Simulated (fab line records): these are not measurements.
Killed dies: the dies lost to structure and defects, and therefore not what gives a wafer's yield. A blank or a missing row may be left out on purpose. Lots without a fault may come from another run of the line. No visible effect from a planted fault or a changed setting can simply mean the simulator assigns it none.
Which tool is to blame?    flow sky130    33 wafers from 11 lots sampled at 5 of the route's 708 steps

## WHAT THE GAUGES SHOWED, per wafer
The record holds no reading of a measuring or inspecting step that can be judged against a usual standard deviation.

## WHAT TOOL EACH LOT RAN ON (gives the tool, then ch and the chambers of the sampled wafers, and finally the start)
lot   SKY_METAL3_ETCH_17                  SKY_VIA3_ETCH_14                    SKY_VIA3_ETCH_15                    SKY_METAL4_SPUTTER_00         SKY_PAD_OPEN_PROBE_99
L445  rie_diel-02 ch 0,1, day 38 03:38    rie_diel-02 ch 2,3, day 39 06:16    rie_diel-02 ch 2,3, day 39 06:18    pvd_sputter-04, day 39 07:51  prober-01, day 45 11:49
L446  rie_diel-04 ch 0,1, day 38 22:04    rie_diel-03 ch 0,1,3, day 39 23:44  rie_diel-03 ch 0,1,3, day 39 23:46  pvd_sputter-03, day 40 01:08  -
L447  rie_diel-03 ch 1,2, day 39 00:55    rie_diel-02 ch 2,3, day 40 02:35    rie_diel-02 ch 2,3, day 40 02:37    pvd_sputter-02, day 40 04:07  -
L448  rie_diel-04 ch 0,1,2, day 39 07:23  rie_diel-03 ch 2,3, day 40 09:23    rie_diel-03 ch 2,3, day 40 09:25    pvd_sputter-04, day 40 10:47  -
L449  rie_diel-04 ch 1,3, day 39 14:47    rie_diel-03 ch 0,2, day 40 16:46    rie_diel-03 ch 0,2, day 40 16:49    pvd_sputter-03, day 40 18:08  -
L450  rie_diel-03 ch 0,2,3, day 40 02:07  rie_diel-03 ch 0,1,2, day 41 03:28  rie_diel-03 ch 0,1,2, day 41 03:31  pvd_sputter-03, day 41 05:02  -
L452  rie_diel-02 ch 0,2, day 40 20:10    rie_diel-02 ch 0,1,2, day 42 05:32  rie_diel-02 ch 0,1,2, day 42 05:34  pvd_sputter-02, day 42 06:54  -
L456  rie_diel-04 ch 1,2,3, day 41 16:47  rie_diel-02 ch 0,1, day 42 17:28    rie_diel-02 ch 0,1, day 42 17:31    pvd_sputter-04, day 42 18:52  -
L461  rie_diel-03 ch 0,1,2, day 43 07:59  rie_diel-03 ch 0,2,3, day 44 08:26  rie_diel-03 ch 0,2,3, day 44 08:28  pvd_sputter-04, day 44 09:48  -
L462  rie_diel-04 ch 0,1,3, day 43 12:46  rie_diel-03 ch 0,1,3, day 44 13:37  rie_diel-03 ch 0,1,3, day 44 13:40  pvd_sputter-04, day 44 15:02  prober-02, day 49 21:59
L468  rie_diel-03 ch 0,1,2, day 46 03:01  rie_diel-03 ch 0,3, day 47 00:28    rie_diel-03 ch 0,3, day 47 00:31    pvd_sputter-03, day 47 01:49  -
- SKY_METAL3_ETCH_17: etches SiO2 in C4F8/O2/Ar, stops on TiN, time 3.707 s, target depth 15 nm.
- SKY_VIA3_ETCH_14: etches BARC in N2/H2, stops on SiO2, time 45.9 s, target depth 60 nm.
- SKY_VIA3_ETCH_15: etches SiO2 in C4F8/O2/Ar, stops on TiN, target depth 507 nm, time 78 s.
- SKY_METAL4_SPUTTER_00: material Ti, target thk 15 nm, time 10 s.
- SKY_PAD_OPEN_PROBE_99

## AS READ BY THE TOOLS THEMSELVES (means over the sampled wafers that have a number; for cases with no such wafer, the mark the record gives instead)
SKY_METAL3_ETCH_17. Usual: chamber_pressure_mTorr 40.01 mTorr, standard deviation 0.035; oes_product_au 0.773 a.u., standard deviation 0.0066.
lot   tool         chamber_pressure_mTorr (mTorr)  oes_product_au (a.u.)  flag
L445  rie_diel-02  40.02                           0.780                  
L446  rie_diel-04  40.03                           0.775                  
L447  rie_diel-03  39.99                           0.772                  
L448  rie_diel-04  40.00                           0.778                  
L449  rie_diel-04  40.00                           0.771                  
L450  rie_diel-03  40.05                           0.771                  
L452  rie_diel-02  40.03                           0.768                  
L456  rie_diel-04  40.02                           0.770                  
L461  rie_diel-03  39.99                           0.766                  
L462  rie_diel-04  40.00                           0.764                  
L468  rie_diel-03  40.00                           0.767                  

SKY_VIA3_ETCH_14. Usual: chamber_pressure_mTorr 29.997 mTorr, standard deviation 0.028; drypump_motor_current_A 5.7 A, standard deviation 0.33; n2_flow_sccm 99.96 sccm, standard deviation 0.3; oes_product_au 0.855 a.u., standard deviation 0.0049; throttle_valve_pct 13.225 %, standard deviation 0.0086.
lot   tool         chamber_pressure_mTorr (mTorr)  drypump_motor_current_A (A)  n2_flow_sccm (sccm)  oes_product_au (a.u.)  throttle_valve_pct (%)  flag
L445  rie_diel-02  29.983                          5.9                          100.04               0.856                  13.232                  
L446  rie_diel-03  29.985                          5.7                          100.08               0.858                  13.227                  
L447  rie_diel-02  30.016                          5.9                          99.90                0.855                  13.229                  
L448  rie_diel-03  29.993                          5.8                          100.18               0.857                  13.223                  
L449  rie_diel-03  30.013                          5.8                          100.02               0.858                  13.224                  
L450  rie_diel-03  30.002                          5.8                          99.89                0.856                  13.232                  
L452  rie_diel-02  29.960                          5.8                          100.15               0.856                  13.217                  
L456  rie_diel-02  30.000                          5.7                          99.82                0.857                  13.219                  
L461  rie_diel-03  24.023                          5.8                          99.86                0.857                  13.223                  OFF
L462  rie_diel-03  23.998                          5.7                          99.85                0.855                  13.220                  OFF
L468  rie_diel-03  29.988                          5.6                          99.95                0.855                  13.227                  

SKY_VIA3_ETCH_15. Usual: chamber_pressure_mTorr 40.00 mTorr, standard deviation 0.036; oes_product_au 0.946 a.u., standard deviation 0.0047.
lot   tool         chamber_pressure_mTorr (mTorr)  oes_product_au (a.u.)  flag
L445  rie_diel-02  40.00                           0.950                  
L446  rie_diel-03  39.98                           0.946                  
L447  rie_diel-02  40.02                           0.948                  
L448  rie_diel-03  39.99                           0.944                  
L449  rie_diel-03  40.02                           0.945                  
L450  rie_diel-03  40.03                           0.943                  
L452  rie_diel-02  39.98                           0.945                  
L456  rie_diel-02  39.99                           0.942                  
L461  rie_diel-03  39.99                           0.949                  
L462  rie_diel-03  40.00                           0.945                  
L468  rie_diel-03  40.00                           0.949                  

SKY_METAL4_SPUTTER_00. Usual: cathode_dc_power_W 3000.0 W, standard deviation 0.62; chamber_pressure_pa 0.4000 Pa, standard deviation 0.00079; throttle_valve_pct 30.0 %, standard deviation 1.1.
lot   tool            cathode_dc_power_W (W)  chamber_pressure_pa (Pa)  throttle_valve_pct (%)  flag
L445  pvd_sputter-04  2999.9                  0.4003                    31.4                    
L446  pvd_sputter-03  2999.4                  0.4006                    29.4                    
L447  pvd_sputter-02  3000.2                  0.4001                    30.1                    
L448  pvd_sputter-04  2999.5                  0.4002                    30.9                    
L449  pvd_sputter-03  2999.6                  0.3998                    29.1                    
L450  pvd_sputter-03  3000.0                  0.4003                    29.3                    
L452  pvd_sputter-02  2999.9                  0.3997                    29.9                    
L456  pvd_sputter-04  3000.5                  0.4003                    30.1                    
L461  pvd_sputter-04  3000.7                  0.4007                    30.9                    
L462  pvd_sputter-04  2999.9                  0.3999                    31.6                    
L468  pvd_sputter-03  3000.4                  0.4012                    29.5                    

SKY_PAD_OPEN_PROBE_99. Usual: defect_limited_yield 82.2 %, standard deviation 2; killed_at_M0_to_M3 43, standard deviation 6.4; killed_at_M4_up 3.2, standard deviation 1.8; killed_at_contacts 25, standard deviation 5.8; killed_at_front_end 16, standard deviation 4.1; killed_at_other 0.2, standard deviation 0.47; killed_dies 88, standard deviation 9.9; killed_open 47, standard deviation 7.3; killed_short 40, standard deviation 7.1; sort_bin_3_pad_short 0.9 %, standard deviation 0.41; sort_bin_5_function 10.6 %, standard deviation 1.6; sort_bin_6_memory 6.3 %, standard deviation 1.2; sort_n_pass 404, standard deviation 9.9; sort_yield_pct 82.2 %, standard deviation 2.
lot   tool       defect_limited_yield (%)  killed_at_M0_to_M3  killed_at_M4_up  killed_at_contacts  killed_at_front_end  killed_at_other  killed_dies  killed_open  killed_short  sort_bin_3_pad_short (%)  sort_bin_5_function (%)  sort_bin_6_memory (%)  sort_n_pass  sort_yield_pct (%)  flag
L445  prober-01  83.9                      38                  3.0              22                  16                   0.0              79           43           36            1.0                       9.9                      5.2                    413          83.9                
L462  prober-02  83.1                      42                  1.3              22                  18                   0.0              83           42           41            0.9                       10.6                     5.4                    409          83.1                

## THE ANSWER, worked out from the rows above alone
Rule: take the mean of a lot's wafers that have a number; if it is more than 3 standard deviations from the usual mean, the lot is off. Also off: a lot with no number at a reading for which 4 or more lots have one. Any other lot the step has rows for is counted as sound. The gauges are gone through in route order, then the tools' own readings, and for those a lot's mean is taken as printed above. At the first step where some lot is off, the reading lying furthest off is the one used; lots without a number count as furthest.
Off: L461, L462 (SKY_VIA3_ETCH_14, chamber_pressure_mTorr).
A tool fits if, at that step or a process step before it, it ran every lot that is off, and no sound lot after the first of them. Not one of the candidates tried fits.

## WHAT HAD BEEN PUT IN BY THE SIMULATOR
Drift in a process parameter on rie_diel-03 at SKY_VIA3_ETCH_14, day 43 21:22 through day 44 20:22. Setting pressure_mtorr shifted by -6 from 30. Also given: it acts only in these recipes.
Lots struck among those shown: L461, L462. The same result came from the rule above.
